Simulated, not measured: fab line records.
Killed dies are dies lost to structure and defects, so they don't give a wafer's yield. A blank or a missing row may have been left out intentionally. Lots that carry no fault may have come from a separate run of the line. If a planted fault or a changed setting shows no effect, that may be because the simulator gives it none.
fab line records	flow gf180mcu
record: lots: 5	wafers: 15	lastDay: 33
route steps=602 shown VT_IMPLANT@134 MVSD@136 NWELL@137 LVPWELL@138 MVPSD@139 DUAL_GATE@141 POLY_GATE@157
lots with no fault: from the same line, run without faults
startH: hours from the record's opening day to when the first of the lot's shown wafers began	waitH: hours since the lot's step before	" unchanged from the row above	L1.1+2: a row that stands for several wafers	- either no value or no given start	* or withheld: withheld	< > ~ a bound
route shown NAME@n: a module of which the file shows steps, and the number in the route of the first	usual: average and standard deviation across the fault-free wafers	same: alike in all rows	chamber/n: place in a boat	sites: the reading at each site	_std_site: the standard deviation of these	_edge_site: outer sites' mean less inner sites'	radiusMm: for every site, how far away it sits from the centre of the wafer	mask NAME#n: copy n	behind: the last tool/chamber to shape the wafer	hold: reason for holding the lot/hours on hold/outcome of the hold	device: the n, p or np transistor that did not switch	end of line: the same wafers' tests at the end of the route	step lacking rows: just its recipe	killed: not the wafer's yield, but the dies lost to structure and defects at the first sort	map: a wafer's dies, x killed, . not, _ none there
set.NAME: setting as actually run; set.NAME@STEP: the setting as run at that earlier step	model.NAME: the simulator's own value behind a step, which no gauge read
certain route steps with their lots: each step a table, each wafer a row
services: from which hour (startH, from the record's first day; less than 0 if before it) a tool's chamber was out of use, for how many hours, and why
== steps ==
step: GF_VT_IMPLANT_CLEAN_44
recipe: chemistry: SC1/SC2	mix: 1:4:20	tempC: 70	timeS: 150	dry: n2Spin
same: timeS: 150
lot.wafer	tool	chamber	startH	waitH
L074.1+3+5	wetBench-02	3	160.25	0.1
L079.1+4+6	wetBench-04	1	193.05	0.1
L084.2+3+5	wetBench-04	0	223.70	0.0
L085.1+2+3	wetBench-04	3	231.81	0.1
L093.2+3+6	wetBench-01	0	283.55	0.0
step: GF_VT_IMPLANT_RTA_45
recipe: tempC: 1050	timeS: 30	ambient: N2
usual: lampPowerPct: 36.5/2.9	wafer_temp_C_max: 1057.0/1.9
same: timeS: 30
lot.wafer	tool	chamber	startH	waitH	lampPowerPct	wafer_temp_C_max
L074.1	rtpAnneal-01	0	160.30	0.0	33.3	1054.3
L074.3	"	0	"	"	33.3	1054.7
L074.5	"	0	"	"	33.3	1054.8
L079.1	rtpAnneal-01	0	193.10	0.0	33.3	1055.9
L079.4	"	0	"	"	33.4	1054.8
L079.6	"	0	"	"	33.4	1055.2
L084.2	rtpAnneal-01	0	223.77	0.0	33.3	1057.1
L084.3	"	0	"	"	33.4	1054.9
L084.5	"	0	"	"	33.3	1054.7
L085.1	rtpAnneal-02	0	231.86	0.0	39.1	1057.0
L085.2	"	0	"	"	39.1	1057.8
L085.3	"	0	"	"	39.1	1056.4
L093.2	rtpAnneal-02	0	283.62	0.0	39.0	1058.8
L093.3	"	0	"	"	39.1	1058.5
L093.6	"	0	"	"	39.1	1057.5
step: GF_VT_IMPLANT_RS_MEAS_46
recipe: thkMeasGauge: four-point-probe
usual: MVSD_RS: 457.7/1.5
lot.wafer	tool	chamber	startH	waitH	MVSD_RS[ohm/sq]
L074.1	filmMetro-03	-	160.50	0.2	458.3
L074.3	"	-	"	"	458.1
L074.5	"	-	"	"	457.4
L079.1	filmMetro-04	-	193.30	0.2	459.4
L079.4	"	-	"	"	457.1
L079.6	"	-	"	"	457.1
L084.2	filmMetro-03	-	223.87	0.1	455.3
L084.3	"	-	"	"	455.1
L084.5	"	-	"	"	456.4
L085.1	filmMetro-03	-	231.96	0.1	455.0
L085.2	"	-	"	"	454.2
L085.3	"	-	"	"	455.6
L093.2	filmMetro-03	-	283.72	0.1	456.7
L093.3	"	-	"	"	456.2
L093.6	"	-	"	"	456.9
step: GF_VT_IMPLANT_RS_MEAS_47
recipe: thkMeasGauge: four-point-probe
usual: NWELL_RS: 487.8/1.3
lot.wafer	tool	chamber	startH	waitH	NWELL_RS[ohm/sq]
L074.1	filmMetro-03	-	160.62	0.1	486.8
L074.3	"	-	"	"	487.3
L074.5	"	-	"	"	486.0
L079.1	filmMetro-04	-	193.42	0.1	487.3
L079.4	"	-	"	"	487.5
L079.6	"	-	"	"	488.7
L084.2	filmMetro-03	-	223.99	0.1	486.0
L084.3	"	-	"	"	485.4
L084.5	"	-	"	"	485.9
L085.1	filmMetro-03	-	232.08	0.1	485.8
L085.2	"	-	"	"	485.8
L085.3	"	-	"	"	486.2
L093.2	filmMetro-03	-	283.84	0.1	487.7
L093.3	"	-	"	"	486.5
L093.6	"	-	"	"	487.7
step: GF_VT_IMPLANT_RS_MEAS_48
recipe: thkMeasGauge: four-point-probe
usual: LVPWELL_RS: 1198/4.1
lot.wafer	tool	chamber	startH	waitH	LVPWELL_RS[ohm/sq]
L074.1	filmMetro-03	-	160.74	0.1	1191
L074.3	"	-	"	"	1193
L074.5	"	-	"	"	1191
L079.1	filmMetro-04	-	193.54	0.1	1195
L079.4	"	-	"	"	1201
L079.6	"	-	"	"	1196
L084.2	filmMetro-03	-	224.11	0.1	1200
L084.3	"	-	"	"	1198
L084.5	"	-	"	"	1200
L085.1	filmMetro-03	-	232.20	0.1	1195
L085.2	"	-	"	"	1194
L085.3	"	-	"	"	1193
L093.2	filmMetro-03	-	283.96	0.1	1196
L093.3	"	-	"	"	1194
L093.6	"	-	"	"	1195
step: GF_VT_IMPLANT_RS_MEAS_49
recipe: thkMeasGauge: four-point-probe
usual: MVPSD_RS: 1169/3.3
lot.wafer	tool	chamber	startH	waitH	MVPSD_RS[ohm/sq]
L074.1	filmMetro-03	-	160.86	0.1	1169
L074.3	"	-	"	"	1165
L074.5	"	-	"	"	1165
L079.1	filmMetro-04	-	193.66	0.1	1168
L079.4	"	-	"	"	1172
L079.6	"	-	"	"	1171
L084.2	filmMetro-03	-	224.23	0.1	1170
L084.3	"	-	"	"	1166
L084.5	"	-	"	"	1165
L085.1	filmMetro-03	-	232.32	0.1	1164
L085.2	"	-	"	"	1169
L085.3	"	-	"	"	1166
L093.2	filmMetro-03	-	284.08	0.1	1169
L093.3	"	-	"	"	1169
L093.6	"	-	"	"	1164
step: GF_VT_IMPLANT_WET_ETCH_50
recipe: chemistry: dHF	targetDepthNm: 20	target: SiO2	tempC: 25	dilution: 100:1	timeS: 400
same: timeS: 400
lot.wafer	tool	chamber	startH	waitH
L074.1+3+5	wetBench-02	2	160.98	0.1
L079.1+4+6	wetBench-04	1	193.78	0.1
L084.2+3+5	wetBench-04	1	224.33	0.1
L085.1+2+3	wetBench-04	3	232.44	0.1
L093.2+3+6	wetBench-04	2	284.18	0.1
step: GF_DUAL_GATE_CLEAN_00
recipe: chemistry: SC1/SC2	mix: 1:4:20	tempC: 70	timeS: 150
same: timeS: 150
lot.wafer	tool	chamber	startH	waitH
L074.1+3+5	wetBench-04	0	161.11	0.0
L079.1+4+6	wetBench-04	3	193.90	0.0
L084.2+3+5	wetBench-01	3	224.45	0.0
L085.1+2+3	wetBench-01	3	232.55	0.0
L093.2+3+6	wetBench-02	2	284.31	0.0
step: GF_DUAL_GATE_CLEAN_01
recipe: chemistry: dHF	timeS: 20	dilution: 100:1	dry: ipaMarangoni
same: timeS: 20
lot.wafer	tool	chamber	startH	waitH
L074.1+3+5	wetBench-01	1	161.16	0.0
L079.1+4+6	wetBench-04	2	193.95	0.0
L084.2+3+5	wetBench-04	1	224.51	0.0
L085.1+2+3	wetBench-02	2	232.61	0.0
L093.2+3+6	wetBench-01	3	284.36	0.0
step: GF_DUAL_GATE_OXIDATION_02
recipe: tempC: 900	ambient: O2	stabiliseS: 600	purgeS: 300	targetThkA: 108.87	oxTimeS: 1602
usual: zonePowerBottomPct: 30.3/1.2	zonePowerUpperPct: 17.2/0.45
lot.wafer	tool	chamber	startH	waitH	zonePowerBottomPct	zonePowerUpperPct
L074.1	furnace-01	0	161.51	0.3	29.2	17.7
L074.3	"	0	"	"	29.1	17.9
L074.5	"	0	"	"	28.5	17.3
L079.1	furnace-01	0	193.96	0.0	28.9	17.8
L079.4	"	0	"	"	29.5	17.9
L079.6	"	0	"	"	28.7	17.3
L084.2	furnace-02	0	224.52	0.0	31.5	16.7
L084.3	"	0	"	"	30.9	17.0
L084.5	"	0	"	"	30.7	17.0
L085.1	furnace-01	0	232.62	0.0	28.9	17.8
L085.2	"	0	"	"	28.9	17.7
L085.3	"	0	"	"	29.1	17.8
L093.2	furnace-01	0	284.38	0.0	28.9	17.6
L093.3	"	0	"	"	29.3	17.5
L093.6	"	0	"	"	28.8	17.4
step: GF_DUAL_GATE_THK_MEAS_03
recipe: reads: SiO2_of_DUAL_GATE_OXIDATION_02
usual: DUAL_GATE_OXIDATION_00_THK: 10.91/0.24
lot.wafer	tool	chamber	startH	waitH	DUAL_GATE_OXIDATION_00_THK[nm]
L074.1	filmMetro-02	-	162.96	0.0	10.80
L074.3	"	-	"	"	10.66
L074.5	"	-	"	"	10.55
L079.1	filmMetro-04	-	195.40	0.0	10.76
L079.4	"	-	"	"	10.79
L079.6	"	-	"	"	10.62
L084.2	filmMetro-02	-	225.98	0.0	11.48
L084.3	"	-	"	"	11.22
L084.5	"	-	"	"	11.37
L085.1	filmMetro-01	-	234.07	0.0	10.86
L085.2	"	-	"	"	10.60
L085.3	"	-	"	"	10.73
L093.2	filmMetro-02	-	285.83	0.0	10.80
L093.3	"	-	"	"	10.76
L093.6	"	-	"	"	10.63
step: GF_DUAL_GATE_DEHYDRATE_04
recipe: tempC: 200	timeS: 60
same: timeS: 60
lot.wafer	tool	chamber	startH	waitH
L074.1+3+5	lithoTrack-03	0	170.06	7.1
L079.1+4+6	lithoTrack-01	0	203.21	7.8
L084.2+3+5	lithoTrack-01	0	234.58	8.6
L085.1+2+3	lithoTrack-03	0	243.15	9.1
L093.2+3+6	lithoTrack-04	0	295.33	9.5
step: GF_DUAL_GATE_HMDS_05
recipe: primeTimeS: 60	primeTempC: 120
lot.wafer	tool	chamber	startH	waitH
L074.1+3+5	lithoTrack-03	0	170.21	0.1
L079.1+4+6	lithoTrack-01	0	203.36	0.1
L084.2+3+5	lithoTrack-01	0	234.73	0.1
L085.1+2+3	lithoTrack-03	0	243.30	0.1
L093.2+3+6	lithoTrack-04	0	295.48	0.1
step: GF_DUAL_GATE_COAT_06
recipe: resist: NOVOLAK	spinRpm: 3000	resistThkNm: 1000
lot.wafer	tool	chamber	startH	waitH
L074.1+3+5	lithoTrack-03	0	170.36	0.1
L079.1+4+6	lithoTrack-01	0	203.51	0.1
L084.2+3+5	lithoTrack-01	0	234.88	0.1
L085.1+2+3	lithoTrack-03	0	243.45	0.1
L093.2+3+6	lithoTrack-04	0	295.63	0.1
step: GF_DUAL_GATE_SOFTBAKE_07
recipe: tempC: 90	timeS: 60	resist: NOVOLAK
same: timeS: 60
lot.wafer	tool	chamber	startH	waitH
L074.1+3+5	lithoTrack-03	0	170.51	0.1
L079.1+4+6	lithoTrack-01	0	203.66	0.1
L084.2+3+5	lithoTrack-01	0	235.03	0.1
L085.1+2+3	lithoTrack-03	0	243.60	0.1
L093.2+3+6	lithoTrack-04	0	295.78	0.1
step: GF_DUAL_GATE_EXPOSE_08
recipe: maskId: Dualgate	targetCdNm: 700	na: 0.6	sourceShape: conventional	sigmaOuter: 0.6	doseMj: 140
lot.wafer	tool	chamber	startH	waitH	mask
L074.1+3+5	ilineStepper-02	0	-	-	Dualgate#0
L079.1+4+6	ilineStepper-02	0	-	-	Dualgate#0
L084.2+3+5	ilineStepper-01	0	-	-	Dualgate#0
L085.1+2+3	ilineStepper-01	0	-	-	Dualgate#0
L093.2+3+6	ilineStepper-02	0	-	-	Dualgate#0
step: GF_DUAL_GATE_PEB_09
recipe: tempC: withheld	timeS: *	resist: NOVOLAK
same: timeS: *
lot.wafer	tool	chamber	startH	waitH
L074.1+3+5	lithoTrack-03	0	-	-
L079.1+4+6	lithoTrack-03	0	-	-
L084.2+3+5	lithoTrack-03	0	-	-
L085.1+2+3	lithoTrack-01	0	-	-
L093.2+3+6	lithoTrack-03	0	-	-
step: GF_DUAL_GATE_DEVELOP_10
recipe: developTimeS: 60	devTempC: 23
lot.wafer	tool	chamber	startH	waitH
L074.1+3+5	lithoTrack-03	0	178.26	0.1
L079.1+4+6	lithoTrack-03	0	212.10	0.1
L084.2+3+5	lithoTrack-03	0	243.93	0.1
L085.1+2+3	lithoTrack-01	0	252.46	0.1
L093.2+3+6	lithoTrack-03	0	305.33	0.1
step: GF_DUAL_GATE_OVL_MEAS_11
usual: DUAL_GATE_OVL: 0.5/1.5
lot.wafer	tool	chamber	startH	waitH	DUAL_GATE_OVL[nm]
L074.1	overlay-01	-	178.41	0.1	1.7
L074.3	"	-	"	"	2.2
L074.5	"	-	"	"	2.2
L079.1	overlay-02	-	212.25	0.1	-3.1
L079.4	"	-	"	"	-0.3
L079.6	"	-	"	"	0.2
L084.2	overlay-01	-	244.06	0.1	2.3
L084.3	"	-	"	"	0.8
L084.5	"	-	"	"	3.5
L085.1	overlay-02	-	252.61	0.1	-0.3
L085.2	"	-	"	"	0.4
L085.3	"	-	"	"	2.5
L093.2	overlay-02	-	305.46	0.1	-0.3
L093.3	"	-	"	"	0.2
L093.6	"	-	"	"	-0.6
step: GF_DUAL_GATE_WET_ETCH_12
recipe: chemistry: dHF	targetDepthNm: 13	dry: n2Spin	target: SiO2	tempC: 25	dilution: 100:1	timeS: 260
same: timeS: 260
lot.wafer	tool	chamber	startH	waitH
L074.1+3+5	wetBench-02	0	178.44	0.0
L079.1+4+6	wetBench-02	3	212.29	0.0
L084.2+3+5	wetBench-04	3	244.09	0.0
L085.1+2+3	wetBench-02	0	252.64	0.0
L093.2+3+6	wetBench-02	0	305.49	0.0
step: GF_DUAL_GATE_STRIP_13
recipe: chemistry: O2/N2	powerW: 1400	pressureMtorr: 1500	platenTempC: 250	o2FlowSccm: 3000	n2FlowSccm: 300	overashFraction: 0.5
usual: drypumpMotorCurrentA: 5.7/0.53	heaterPowerW: 334/49	n2FlowSccm: 300.1/0.85	oesProductAu: 0.716/0.0046	stripTimeToEndpointS: 12.62/0.032
lot.wafer	tool	chamber	startH	waitH	drypumpMotorCurrentA	heaterPowerW	n2FlowSccm	oesProductAu	rfHoursCounterH	stripTimeToEndpointS
L074.1	plasmaAsher-01	1	178.52	0.0	4.7	277	299.2	0.720	57	12.61
L074.3	"	1	"	"	4.8	272	299.8	0.719	-	12.63
L074.5	"	0	"	"	5.7	411	301.3	0.710	-	12.65
L079.1	plasmaAsher-01	1	212.38	0.0	4.7	279	299.1	0.719	60	12.63
L079.4	"	0	"	"	5.6	415	301.0	0.721	-	12.64
L079.6	"	0	"	"	5.6	417	300.1	0.718	-	12.59
L084.2	plasmaAsher-03	0	244.17	0.0	6.2	321	297.9	0.705	14	12.66
L084.3	"	1	"	"	5.5	358	300.6	0.716	-	12.67
L084.5	"	1	"	"	5.5	367	302.0	0.711	-	12.66
L085.1	plasmaAsher-04	0	252.72	0.0	5.9	274	301.3	0.720	62	12.69
L085.2	"	1	"	"	6.4	340	299.8	0.711	62	12.62
L085.3	"	0	"	"	5.9	270	299.6	0.717	-	12.68
L093.2	plasmaAsher-03	0	305.57	0.0	6.1	321	299.7	0.723	21	12.65
L093.3	"	1	"	"	5.6	355	299.7	0.720	-	12.63
L093.6	"	0	"	"	6.1	325	299.4	0.718	-	12.65
step: GF_DUAL_GATE_CLEAN_14
recipe: chemistry: SC1/SC2	mix: 1:4:20	tempC: 70	timeS: 150	dry: n2Spin
same: timeS: 150
lot.wafer	tool	chamber	startH	waitH
L074.1+3+5	wetBench-01	3	178.62	0.1
L079.1+4+6	wetBench-01	0	212.48	0.1
L084.2+3+5	wetBench-04	0	244.27	0.1
L085.1+2+3	wetBench-01	0	252.82	0.1
L093.2+3+6	wetBench-02	2	305.67	0.1
step: GF_DUAL_GATE_OXIDATION_15
recipe: tempC: 850	ambient: O2	stabiliseS: 600	purgeS: 300	targetThkA: 70.98	oxTimeS: 1995
usual: zonePowerBottomPct: 27.1/1	zonePowerUpperPct: 15.3/0.39
lot.wafer	tool	chamber	startH	waitH	zonePowerBottomPct	zonePowerUpperPct
L074.1	furnace-02	0	178.67	0.0	28.0	14.9
L074.3	"	0	"	"	28.0	14.8
L074.5	"	0	"	"	27.9	15.2
L079.1	furnace-02	0	213.78	1.3	27.9	15.1
L079.4	"	0	"	"	27.9	15.1
L079.6	"	0	"	"	28.2	14.9
L084.2	furnace-01	0	244.32	0.0	25.5	15.7
L084.3	"	0	"	"	26.0	15.7
L084.5	"	0	"	"	25.5	15.8
L085.1	furnace-02	0	252.88	0.0	28.0	14.8
L085.2	"	0	"	"	27.8	15.2
L085.3	"	0	"	"	27.9	15.0
L093.2	furnace-01	0	306.51	0.8	25.8	15.8
L093.3	"	0	"	"	25.8	15.7
L093.6	"	0	"	"	25.7	16.0
step: GF_POLY_GATE_CVD_00
recipe: material: poly-Si	targetThkNm: 200	tempC: 620	timeS: 1200	pressureMtorr: 200
usual: susceptorTempC: 620.01/0.26	zonePowerBottomPct: 12.9/0.48	zonePowerUpperPct: 8.6/0.77
same: timeS: 1200
lot.wafer	tool	chamber	startH	waitH	susceptorTempC	zonePowerBottomPct	zonePowerUpperPct
L074.1	lpcvd-02	0	180.23	0.0	620.24	13.2	8.1
L074.3	"	0	"	"	620.12	13.1	8.2
L074.5	"	0	"	"	619.99	13.0	8.0
L079.1	lpcvd-01	1	215.83	0.5	619.75	12.2	8.0
L079.4	"	1	"	"	619.71	12.4	8.1
L079.6	"	1	"	"	620.28	12.2	7.9
L084.2	lpcvd-02	1	245.88	0.0	619.75	13.1	9.0
L084.3	"	1	"	"	619.90	13.2	9.0
L084.5	"	1	"	"	619.68	13.1	9.2
L085.1	lpcvd-02	1	258.28	3.9	619.95	13.4	9.1
L085.2	"	1	"	"	620.47	13.1	9.0
L085.3	"	1	"	"	620.15	13.1	9.2
L093.2	lpcvd-02	1	308.07	0.0	619.37	13.2	9.0
L093.3	"	1	"	"	619.38	13.1	9.0
L093.6	"	1	"	"	619.81	13.3	9.1
step: GF_POLY_GATE_THK_MEAS_01
recipe: reads: poly-Si_of_POLY_GATE_CVD_00
usual: POLY_GATE_CVD_00_THK: 199.5/1.8
lot.wafer	tool	chamber	startH	waitH	POLY_GATE_CVD_00_THK[nm]
L074.1	filmMetro-01	-	181.56	0.0	202.8
L074.3	"	-	"	"	202.3
L074.5	"	-	"	"	203.4
L079.1	filmMetro-03	-	217.16	0.0	199.7
L079.4	"	-	"	"	198.9
L079.6	"	-	"	"	199.5
L084.2	filmMetro-03	-	247.89	0.0	196.6
L084.3	"	-	"	"	198.7
L084.5	"	-	"	"	197.0
L085.1	filmMetro-03	-	259.62	0.0	199.8
L085.2	"	-	"	"	196.0
L085.3	"	-	"	"	197.0
L093.2	filmMetro-03	-	309.41	0.0	198.4
L093.3	"	-	"	"	199.0
L093.6	"	-	"	"	199.6
step: GF_POLY_GATE_DEHYDRATE_02
recipe: tempC: 200	timeS: 60
same: timeS: 60
lot.wafer	tool	chamber	startH	waitH
L074.1+3+5	lithoTrack-01	0	189.26	7.7
L079.1+4+6	lithoTrack-02	0	225.35	8.2
L084.2+3+5	lithoTrack-04	0	256.68	8.8
L085.1+2+3	lithoTrack-01	0	268.91	9.3
L093.2+3+6	lithoTrack-04	0	319.03	9.6
step: GF_POLY_GATE_HMDS_03
recipe: primeTimeS: 60	primeTempC: 120
lot.wafer	tool	chamber	startH	waitH
L074.1+3+5	lithoTrack-01	0	189.41	0.1
L079.1+4+6	lithoTrack-02	0	225.50	0.1
L084.2+3+5	lithoTrack-04	0	256.83	0.1
L085.1+2+3	lithoTrack-01	0	269.06	0.1
L093.2+3+6	lithoTrack-04	0	319.18	0.1
step: GF_POLY_GATE_COAT_04
recipe: resist: BARC	tempC: withheld	timeS: withheld	spinRpm: withheld	resistThkNm: withheld
lot.wafer	tool	chamber	startH	waitH
L074.1+3+5	lithoTrack-01	0	189.56	0.1
L079.1+4+6	lithoTrack-02	0	225.65	0.1
L084.2+3+5	lithoTrack-04	0	256.98	0.1
L085.1+2+3	lithoTrack-01	0	269.21	0.1
L093.2+3+6	lithoTrack-04	0	319.33	0.1
step: GF_POLY_GATE_COAT_05
recipe: resist: KrF	spinRpm: withheld	resistThkNm: 700
lot.wafer	tool	chamber	startH	waitH
L074.1+3+5	lithoTrack-01	0	-	-
L079.1+4+6	lithoTrack-02	0	-	-
L084.2+3+5	lithoTrack-04	0	-	-
L085.1+2+3	lithoTrack-01	0	-	-
L093.2+3+6	lithoTrack-04	0	-	-
step: GF_POLY_GATE_SOFTBAKE_06
recipe: tempC: 130	timeS: 60	resist: KrF
same: timeS: 60
lot.wafer	tool	chamber	startH	waitH
L074.1+3+5	lithoTrack-01	0	-	-
L079.1+4+6	lithoTrack-02	0	-	-
L084.2+3+5	lithoTrack-04	0	-	-
L085.1+2+3	lithoTrack-01	0	-	-
L093.2+3+6	lithoTrack-04	0	-	-
step: GF_POLY_GATE_EXPOSE_07
recipe: maskId: Poly2	targetCdNm: 280	na: 0.68	sourceShape: conventional	sigmaOuter: 0.6	doseMj: 28
lot.wafer	tool	chamber	startH	waitH	mask
L074.1+3+5	krfScanner-01	0	-	-	Poly2#0
L079.1+4+6	krfScanner-02	0	-	-	Poly2#0
L084.2+3+5	krfScanner-02	0	-	-	Poly2#0
L085.1+2+3	krfScanner-01	0	-	-	Poly2#0
L093.2+3+6	krfScanner-02	0	-	-	Poly2#0
== services ==
tool	chamber	startH	hours	kind
rtpAnneal-01	-	139.92	1.0	pm
krfScanner-02	-	143.46	1.0	pm
krfScanner-02	-	144.46	1.3	pm
krfScanner-01	-	150.65	0.8	pm
ilineStepper-02	-	157.52	0.8	pm
furnace-02	-	193.03	4.0	pm
krfScanner-01	-	196.59	1.3	pm
krfScanner-01	-	214.56	3.6	pm
krfScanner-01	-	218.54	4.0	pm
krfScanner-01	-	222.56	1.0	pm
plasmaAsher-03	-	225.90	2.8	pm
krfScanner-02	-	237.24	0.8	pm
ilineStepper-02	-	245.33	2.4	repair
ilineStepper-02	-	247.37	7.1	repair
krfScanner-01	-	257.79	3.1	repair
krfScanner-02	-	269.69	4.4	pm
ilineStepper-01	-	281.61	1.7	pm
krfScanner-01	-	297.61	2.5	repair
rtpAnneal-02	-	298.43	3.6	pm
krfScanner-02	-	300.11	4.0	pm
ilineStepper-01	-	301.42	2.1	pm
plasmaAsher-01	-	310.23	4.5	repair
krfScanner-02	-	312.46	1.0	pm
ilineStepper-02	-	317.00	1.7	pm
== key ==
fault none
